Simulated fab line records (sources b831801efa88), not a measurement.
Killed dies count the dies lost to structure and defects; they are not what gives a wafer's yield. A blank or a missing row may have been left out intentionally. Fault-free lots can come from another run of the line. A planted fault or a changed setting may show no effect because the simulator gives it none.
2 desks looking at one fault | flow sky130 | only its own numbers are on each desk; what lay behind them is given at the end

## AT THE TOOL OWNER'S DESK: rie_diel-01
The tool's own readings at SKY_FIELD_ISO_ETCH_15 (etches the open film in CHF3/O2, stops on Si, target depth 180 nm, time 72 s): means of the sampled wafers that have a number, for each lot that ran on this tool. A lot is out of limits, marked OUT, if its mean lies more than 4 standard deviations from the usual mean; the brackets give that distance.
Columns: A = O2_flow_sccm at SKY_FIELD_ISO_ETCH_15, usual 4.999 sccm; B = bias_w at SKY_FIELD_ISO_ETCH_15, usual 200.0 W; C = drypump_motor_current_A at SKY_FIELD_ISO_ETCH_15, usual 5.8 A; D = oes_product_au at SKY_FIELD_ISO_ETCH_15, usual 0.945 a.u.; E = throttle_valve_pct at SKY_FIELD_ISO_ETCH_15, usual 8.844 %
lot  | first seen here | A     | B     | C   | D     | E
L881 | day 3 02:54     | 4.993 | 199.9 | 5.9 | 0.942 | 8.840
L891 | day 5 07:27     | 4.994 | 199.3 | 6.0 | 0.941 | 8.845
L892 | day 5 13:48     | 5.012 | 200.4 | 5.8 | 0.949 | 8.849
L898 | day 6 20:18     | 4.991 | 199.9 | 5.9 | 0.943 | 8.852
L899 | day 6 22:42     | 5.001 | 200.0 | 5.8 | 0.956 | 8.853
Finding of this desk: none of the 5 lots has anything out of limits.

## THE METROLOGY DESK
Means of the sampled wafers that have a number, per lot and without regard to the tool the lot ran on: this is what the gauges read. A lot is out of limits, marked OUT, if its mean lies more than 4 standard deviations from the usual mean; the brackets give that distance.
Columns: A = NWELL_00_OVL at SKY_NWELL_OVL_MEAS_10, usual -0.3 nm; B = NWELL_01_OVL at SKY_NWELL_OVL_MEAS_23, usual -0.2 nm; C = cd_nm at SKY_VT_ADJUST_NCORE_CD_MEAS_07, usual 380.3 nm
lot  | first seen here | A    | B    | C
L877 | day 4 14:05     | 0.7  | -2.0 | 378.8
L881 | day 5 14:17     | -2.8 | -2.4 | 380.4
L883 | day 5 23:29     | -2.3 | 0.6  | 381.6
L884 | day 6 06:11     | -0.7 | -0.6 | 377.5
L886 | day 6 19:06     | -1.9 | 0.7  | 382.8
L891 | day 8 00:26     | -0.9 | -0.6 | 383.3
L892 | day 8 07:21     | -0.5 | 0.1  | 379.5
L898 | day 9 15:44     | -0.5 | 0.4  | 379.8
L899 | day 9 21:59     | 1.1  | -0.0 | 380.3
L900 | day 10 11:32    | 0.2  | -0.5 | 377.5
Finding of this desk: none of the 10 lots has anything out of limits.

## TAKEN TOGETHER
The desk of the tool owner found nothing out of limits.
From the metrology desk's view, nothing was out of limits.

## WHAT WAS PUT IN BY THE SIMULATOR
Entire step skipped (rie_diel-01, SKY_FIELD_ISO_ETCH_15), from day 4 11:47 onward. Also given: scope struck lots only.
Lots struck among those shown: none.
